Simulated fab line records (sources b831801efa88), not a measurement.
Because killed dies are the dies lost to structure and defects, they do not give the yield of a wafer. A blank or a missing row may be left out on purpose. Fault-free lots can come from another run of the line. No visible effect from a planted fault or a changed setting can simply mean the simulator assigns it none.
fab line records	flow sky130
[record] lots = 11	wafers = 33	last-day = 50
route steps=708 shown LI_CONTACT@365 LOCAL_INTERCONNECT@389 PAD_OPEN@708
lots that met no fault: from a run of the same line without faults
start-h: the number of hours between the record's first day and the start of the first shown wafer of the lot	wait-h: hours from the lot's prior step to this one	" same as the row above	L1.1+2: several wafers, shown together as one row	- no value present, or no start provided	* or withheld: withheld	< > ~ a bound
route shown NAME@n: a module of which the file shows steps, and the number in the route of the first	usual: mean/standard deviation of fault-free wafers	same: alike in all rows	chamber/n: place in a boat	sites: per-site readings	_std_site: standard deviation of those values	_edge_site: inner sites' mean taken away from outer sites' mean	radius-mm: how far each site lies from the wafer's centre	mask NAME#n: copy n	behind: the most recent tool/chamber to have shaped the wafer	hold: the reason the lot was held/the length of the hold in hours/how it ended	device: whichever transistor did not switch (one of n, p or np)	end of line: tests run on the same wafers once the route is complete	step lacking rows: just its recipe	killed: at the first sort, the dies lost to defects and structure; wafer yield is something else	map: the dies of a wafer, with x for killed, . for not killed, _ for no die there
set.NAME: the run value of the setting; set.NAME@STEP: its run value at that earlier step	model.NAME: the simulator's own value behind a step, which no gauge read
one table for each step of the route and one row for each wafer, over a sample of lots
services: from which hour (start-h, from the record's first day; less than 0 if before it) a tool's chamber was out of use, for how many hours, and why
[[steps]]
[step SKY_LI_CONTACT_BOW_MEAS_03]
[recipe] mode = bow
[usual] LI_CONTACT_BOW = 57/6.5
lot.wafer	tool	chamber	start-h	wait-h	LI_CONTACT_BOW[um]
L633.1	film-metro-04	-	659.00	0.1	62
L633.4	"	-	"	"	57
L633.5	"	-	"	"	54
L635.1	film-metro-01	-	680.00	0.1	54
L635.4	"	-	"	"	62
L635.5	"	-	"	"	66
L640.1	film-metro-03	-	714.33	0.1	60
L640.3	"	-	"	"	49
L640.5	"	-	"	"	71
L641.1	film-metro-04	-	721.25	0.1	49
L641.2	"	-	"	"	64
L641.4	"	-	"	"	59
L648.1	film-metro-03	-	780.65	0.1	61
L648.3	"	-	"	"	56
L648.6	"	-	"	"	64
L649.1	film-metro-04	-	786.30	0.2	48
L649.3	"	-	"	"	56
L649.4	"	-	"	"	54
L651.3	film-metro-04	-	801.94	0.1	56
L651.4	"	-	"	"	57
L651.5	"	-	"	"	56
L652.2	film-metro-03	-	803.75	0.1	56
L652.4	"	-	"	"	51
L652.5	"	-	"	"	61
L653.2	film-metro-03	-	814.33	0.1	69
L653.3	"	-	"	"	63
L653.4	"	-	"	"	64
L654.2	film-metro-03	-	820.95	0.1	61
L654.3	"	-	"	"	55
L654.4	"	-	"	"	59
L655.2	film-metro-03	-	830.18	0.2	52
L655.4	"	-	"	"	54
L655.6	"	-	"	"	46
[step SKY_LI_CONTACT_ETCH_14]
[recipe] chemistry = N2/H2	target = BARC	ion-energy-ev = 200	source-w = 500	bias-w = 100	pressure-mtorr = 30	n2-flow-sccm = 100	h2-flow-sccm = 200	stop-on = SiO2	time-s = 45.9	target-depth-a = 600
[usual] drypump-motor-current-A = 5.7/0.41	h2-flow-sccm = 200.0/0.6	oes-product-au = 0.855/0.0048	run-length-s = 73.9/0.57	throttle-valve-pct = 13.223/0.011
lot.wafer	tool	chamber	start-h	wait-h	drypump-motor-current-A	h2-flow-sccm	oes-product-au	rf-hours-counter-h	run-length-s	throttle-valve-pct
L633.1	rie-diel-01	1	687.30	0.0	5.5	200.0	0.858	6	74.1	13.215
L633.4	"	0	"	"	4.9	199.2	0.853	22	73.2	13.223
L633.5	"	0	"	"	4.8	200.0	0.857	-	73.5	13.226
L635.1	rie-diel-03	1	708.26	0.0	5.6	200.0	0.857	33	73.8	13.223
L635.4	"	0	"	"	5.8	200.7	0.857	5	75.2	13.235
L635.5	"	0	"	"	5.8	200.3	0.848	-	74.9	13.221
L640.1	rie-diel-01	2	742.15	0.0	6.1	200.6	0.644	30	110.4	13.204
L640.3	"	1	"	"	5.6	199.6	0.642	8	109.5	13.202
L640.5	"	2	"	"	6.1	199.8	0.644	-	110.0	13.214
L641.1	rie-diel-01	0	748.90	0.0	4.9	199.0	0.651	24	109.1	13.223
L641.2	"	3	"	"	5.5	199.9	0.645	6	110.4	13.217
L641.4	"	2	"	"	6.1	198.6	0.652	30	110.0	13.201
L648.1	rie-diel-04	0	807.50	0.0	5.9	199.9	0.857	29	73.9	13.225
L648.3	"	3	"	"	5.7	199.3	0.860	24	73.5	13.217
L648.6	"	2	"	"	6.4	198.7	0.855	-	73.6	13.210
L649.1	rie-diel-03	0	813.20	0.0	5.8	200.4	0.855	7	74.8	13.235
L649.3	"	3	"	"	5.3	199.2	0.849	14	74.4	13.213
L649.4	"	2	"	"	5.4	199.5	0.854	9	73.9	13.224
L651.3	rie-diel-03	0	829.15	0.0	5.8	199.1	0.858	7	74.9	13.225
L651.4	"	2	"	"	5.3	201.0	0.851	10	73.8	13.244
L651.5	"	2	"	"	5.3	201.3	0.853	-	74.0	13.213
L652.2	rie-diel-01	3	830.11	0.0	5.5	199.8	0.853	9	74.6	13.208
L652.4	"	1	"	"	5.6	199.5	0.857	10	74.3	13.199
L652.5	"	0	"	"	4.9	201.0	0.859	-	73.6	13.235
L653.2	rie-diel-04	0	840.86	0.0	5.8	200.0	0.859	30	73.6	13.219
L653.3	"	2	"	"	6.4	200.3	0.855	7	73.4	13.222
L653.4	"	1	"	"	6.0	200.4	0.861	25	73.6	13.212
L654.2	rie-diel-04	2	847.60	0.0	6.5	199.8	0.867	8	73.5	13.218
L654.3	"	0	"	"	5.9	200.0	0.860	30	73.7	13.223
L654.4	"	3	"	"	5.7	199.3	0.861	26	73.3	13.229
L655.2	rie-diel-04	1	856.91	0.0	6.0	199.8	0.849	26	73.5	13.231
L655.4	"	1	"	"	6.0	200.4	0.858	-	73.4	13.230
L655.6	"	3	"	"	5.8	200.9	0.851	-	73.2	13.234
[step SKY_LI_CONTACT_STRIP_16]
[recipe] chemistry = O2/N2	power-w = 1400	pressure-mtorr = 1500	platen-temp-c = withheld	o2-flow-sccm = 3000	n2-flow-sccm = 300	overash-fraction = 0.5
[usual] drypump-motor-current-A = 5.8/0.31	oes-product-au = 0.376/0.0052	strip-time-to-endpoint-s = 3.50/0.049
lot.wafer	tool	chamber	start-h	wait-h	drypump-motor-current-A	oes-product-au	rf-hours-counter-h	strip-time-to-endpoint-s
L633.1	plasma-asher-04	1	687.43	-	5.0	0.370	27	3.47
L633.4	"	0	"	"	5.8	0.375	-	3.53
L633.5	"	1	"	"	5.0	0.381	-	3.50
L635.1	plasma-asher-02	1	708.39	-	5.7	0.388	81	3.55
L635.4	"	0	"	"	6.0	0.382	-	3.55
L635.5	"	0	"	"	6.0	0.375	-	3.55
L640.1	plasma-asher-04	0	742.28	-	5.8	0.355	33	3.04
L640.3	"	0	"	"	5.7	0.358	-	3.18
L640.5	"	0	"	"	5.7	0.360	-	3.03
L641.1	plasma-asher-02	1	749.03	-	5.7	0.364	86	3.16
L641.2	"	0	"	"	6.1	0.365	86	3.09
L641.4	"	1	"	"	5.7	0.357	-	3.01
L648.1	plasma-asher-04	0	807.63	-	5.8	0.376	40	3.55
L648.3	"	1	"	"	5.1	0.373	-	3.43
L648.6	"	1	"	"	5.0	0.371	-	3.48
L649.1	plasma-asher-04	1	813.33	-	5.0	0.376	40	3.53
L649.3	"	1	"	"	5.0	0.383	-	3.53
L649.4	"	0	"	"	5.7	0.370	-	3.53
L651.3	plasma-asher-03	0	829.31	-	6.0	0.378	-	3.53
L651.4	"	1	"	"	5.8	0.376	-	3.53
L651.5	"	1	"	"	5.9	0.377	-	3.52
L652.2	plasma-asher-02	1	830.24	-	5.7	0.369	94	3.48
L652.4	"	1	"	"	5.7	0.380	-	3.53
L652.5	"	1	"	"	5.7	0.386	-	3.54
L653.2	plasma-asher-02	1	840.98	-	5.7	0.386	95	3.62
L653.3	"	1	"	"	5.7	0.376	-	3.54
L653.4	"	0	"	"	6.0	0.381	-	3.53
L654.2	plasma-asher-02	0	847.73	-	6.0	0.377	96	3.48
L654.3	"	1	"	"	5.7	0.387	-	3.55
L654.4	"	0	"	"	6.0	0.374	-	3.43
L655.2	plasma-asher-02	1	857.04	-	5.7	0.369	97	3.46
L655.4	"	1	"	"	5.7	0.378	-	3.44
L655.6	"	1	"	"	5.7	0.359	-	3.46
[step SKY_LI_CONTACT_SPUTTER_19]
[recipe] material = Ti	target-thk-nm = 20	chamber-pressure-pa = 5	power-w = 2500	substrate-temp-c = 200	time-s = 106.37
[usual] substrate-temp-c = 200.01/0.17	throttle-valve-pct = 30.0/0.9
lot.wafer	tool	chamber	start-h	wait-h	substrate-temp-c	throttle-valve-pct
L633.1	pvd-sputter-02	-	687.73	0.0	200.01	31.5
L633.4	"	-	"	"	200.18	31.2
L633.5	"	-	"	"	199.80	30.6
L635.1	pvd-sputter-03	-	708.68	0.0	199.86	30.4
L635.4	"	-	"	"	200.10	28.8
L635.5	"	-	"	"	200.07	28.4
L640.1	pvd-sputter-02	-	742.57	0.0	200.15	31.6
L640.3	"	-	"	"	200.17	30.1
L640.5	"	-	"	"	199.97	30.7
L641.1	pvd-sputter-03	-	749.33	0.0	199.74	28.7
L641.2	"	-	"	"	199.85	30.7
L641.4	"	-	"	"	200.22	28.7
L648.1	pvd-sputter-02	-	807.93	0.0	200.14	31.5
L648.3	"	-	"	"	199.96	30.9
L648.6	"	-	"	"	200.01	31.0
L649.1	pvd-sputter-02	-	813.64	0.0	200.09	31.4
L649.3	"	-	"	"	200.02	30.3
L649.4	"	-	"	"	200.09	30.5
L651.3	pvd-sputter-02	-	829.58	0.0	200.03	31.2
L651.4	"	-	"	"	200.07	30.6
L651.5	"	-	"	"	199.87	30.1
L652.2	pvd-sputter-04	-	830.55	0.0	200.08	28.7
L652.4	"	-	"	"	200.31	29.8
L652.5	"	-	"	"	200.05	29.3
L653.2	pvd-sputter-03	-	841.28	0.0	199.81	28.6
L653.3	"	-	"	"	200.14	28.8
L653.4	"	-	"	"	200.33	30.7
L654.2	pvd-sputter-03	-	848.04	0.0	199.98	30.5
L654.3	"	-	"	"	199.83	28.3
L654.4	"	-	"	"	199.63	28.7
L655.2	pvd-sputter-04	-	857.35	0.0	199.86	30.1
L655.4	"	-	"	"	199.77	29.3
L655.6	"	-	"	"	199.97	29.4
[step SKY_LOCAL_INTERCONNECT_THK_MEAS_02]
[recipe] thk-meas-gauge = xrf	reads = TiN_of_LOCAL_INTERCONNECT_SPUTTER_00
[usual] LOCAL_INTERCONNECT_TIN_THK = 98.5/1.3
lot.wafer	tool	chamber	start-h	wait-h	LOCAL_INTERCONNECT_TIN_THK[nm]
L633.1	film-metro-01	-	688.65	0.1	96.5
L633.4	"	-	"	"	97.9
L633.5	"	-	"	"	97.1
L635.1	film-metro-02	-	709.61	0.1	99.4
L635.4	"	-	"	"	97.5
L635.5	"	-	"	"	100.8
L640.1	film-metro-01	-	743.64	0.1	97.3
L640.3	"	-	"	"	98.7
L640.5	"	-	"	"	99.0
L641.1	film-metro-02	-	750.25	0.1	97.6
L641.2	"	-	"	"	100.9
L641.4	"	-	"	"	98.5
L648.1	film-metro-01	-	808.85	0.1	98.7
L648.3	"	-	"	"	97.7
L648.6	"	-	"	"	98.3
L649.1	film-metro-04	-	814.57	0.1	99.1
L649.3	"	-	"	"	99.3
L649.4	"	-	"	"	97.4
L651.3	film-metro-02	-	830.52	0.1	97.9
L651.4	"	-	"	"	97.8
L651.5	"	-	"	"	99.5
L652.2	film-metro-02	-	831.49	0.1	99.2
L652.4	"	-	"	"	101.0
L652.5	"	-	"	"	102.3
L653.2	film-metro-02	-	842.21	0.1	99.3
L653.3	"	-	"	"	98.4
L653.4	"	-	"	"	97.1
L654.2	film-metro-02	-	849.22	0.1	97.4
L654.3	"	-	"	"	100.2
L654.4	"	-	"	"	99.7
L655.2	film-metro-02	-	858.29	0.1	96.2
L655.4	"	-	"	"	97.4
L655.6	"	-	"	"	99.0
[step SKY_PAD_OPEN_PROBE_99]
[usual] killed_at_M0_to_M3 = 41/6.2	killed_at_M4_up = 3.0/1.7	killed-at-contacts = 25/5.8	killed-at-front-end = 16/4.5	killed-at-other = 0.2/0.42	killed-dies = 85/8.4	killed-open = 46/5.9	killed-short = 39/6.3
[same] gross-dies = 492	killed-at-back-side = 0
lot.wafer	tool	chamber	start-h	wait-h	killed_at_M0_to_M3	killed_at_M4_up	killed-at-contacts	killed-at-front-end	killed-at-other	killed-dies	killed-open	killed-short
L640.1	prober-02	-	1127.87	0.1	34	2	18	13	1	68	38	30
L640.3	prober-02	-	1127.97	0.2	44	1	20	17	1	83	48	35
L640.5	prober-02	-	1128.07	0.2	43	2	19	7	0	71	41	30
// killed by level:class
L640.1 CONTACT:geometric-particle:open=7 VIA2:geometric-particle:open=6 VIA3:geometric-particle:open=5 METAL1:geometric-particle:short=4 POLY_GATE:geometric-particle:open=4 POLY_GATE:geometric-particle:short=4 LI_CONTACT:geometric-particle:open=4 VIA1:geometric-particle:open=4
L640.3 VIA1:geometric-particle:open=11 VIA2:geometric-particle:open=10 VIA3:geometric-particle:open=7 LOCAL_INTERCONNECT:geometric-particle:short=6 METAL2:geometric-particle:short=5 FIELD_ISO:geometric-particle:short=4 FIELD_ISO:geometric-particle:open=4 LI_CONTACT:geometric-particle:open=4
L640.5 VIA1:geometric-particle:open=13 CONTACT:geometric-particle:open=8 VIA1:geometric-particle:short=7 METAL1:geometric-particle:short=5 VIA3:geometric-particle:open=5 LI_CONTACT:geometric-particle:open=4 LOCAL_INTERCONNECT:geometric-particle:short=4 FIELD_ISO:geometric-particle:open=3
[[services]]
tool	chamber	start-h	hours	kind
pvd-sputter-03	3	672.30	-	consumable-replace:kit
pvd-sputter-03	3	672.30	18.0	scheduled-down
pvd-sputter-03	3	672.30	18.0	vent-cycle
rie-diel-03	0	679.88	3.5	repair
plasma-asher-02	-	681.34	8.2	repair
pvd-sputter-04	-	703.71	3.2	repair
plasma-asher-03	-	712.77	6.4	repair
rie-diel-03	-	716.70	0.5	repair
rie-diel-01	-	724.93	0.3	repair
plasma-asher-03	-	733.75	9.0	pm
rie-diel-04	3	735.03	1.8	repair
rie-diel-03	1	758.62	6.2	repair
rie-diel-03	2	759.77	9.1	repair
plasma-asher-03	-	762.36	8.8	repair
pvd-sputter-04	-	765.80	1.1	repair
rie-diel-03	-	785.62	1.9	repair
plasma-asher-03	-	795.80	2.8	repair
rie-diel-01	1	805.22	8.6	repair
pvd-sputter-04	-	809.29	0.8	repair
rie-diel-01	2	814.90	-	clean
rie-diel-01	2	814.90	14.1	scheduled-down
pvd-sputter-03	-	819.83	2.2	repair
pvd-sputter-02	-	836.53	0.7	repair
plasma-asher-04	-	851.89	6.8	repair
[[key]]
[first-sign] step = SKY_LI_CONTACT_ETCH_14	reading = run-length-s	direction = up	sigmas = 63	usual = *	struck = *
[effect] step = SKY_LI_CONTACT_ETCH_14	reading = oes-product-au	direction = down	sigmas = 43	usual = 0.855	struck = 0.646
[effect] step = SKY_LI_CONTACT_STRIP_16	reading = strip-time-to-endpoint-s	direction = down	sigmas = 8.6	usual = *	struck = *
met-at SKY_LI_CONTACT_ETCH_14
struck-lots L640,L641
tester-left-out L640,L641
not-acting-at SKY_LI_CONTACT_BOW_MEAS_03,SKY_LI_CONTACT_SPUTTER_19,SKY_LOCAL_INTERCONNECT_THK_MEAS_02
onset-between 687.30 742.15
[fault] kind = process-parameter-drift	tool = rie-diel-01	chamber = -	onset-h = 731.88	steps = SKY_LI_CONTACT_ETCH_14	channel = time-s	offset = *	shape = step	end-h = 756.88	acts-in = *	stated = *
// tester-left-out: of these lots the tester's yield and bins aren't shown, on N5 and GAA mostly nor the transistor test; their killed dies are dies lost to structure and defects alone, not to doping, threshold or leakage, so they don't give the yield
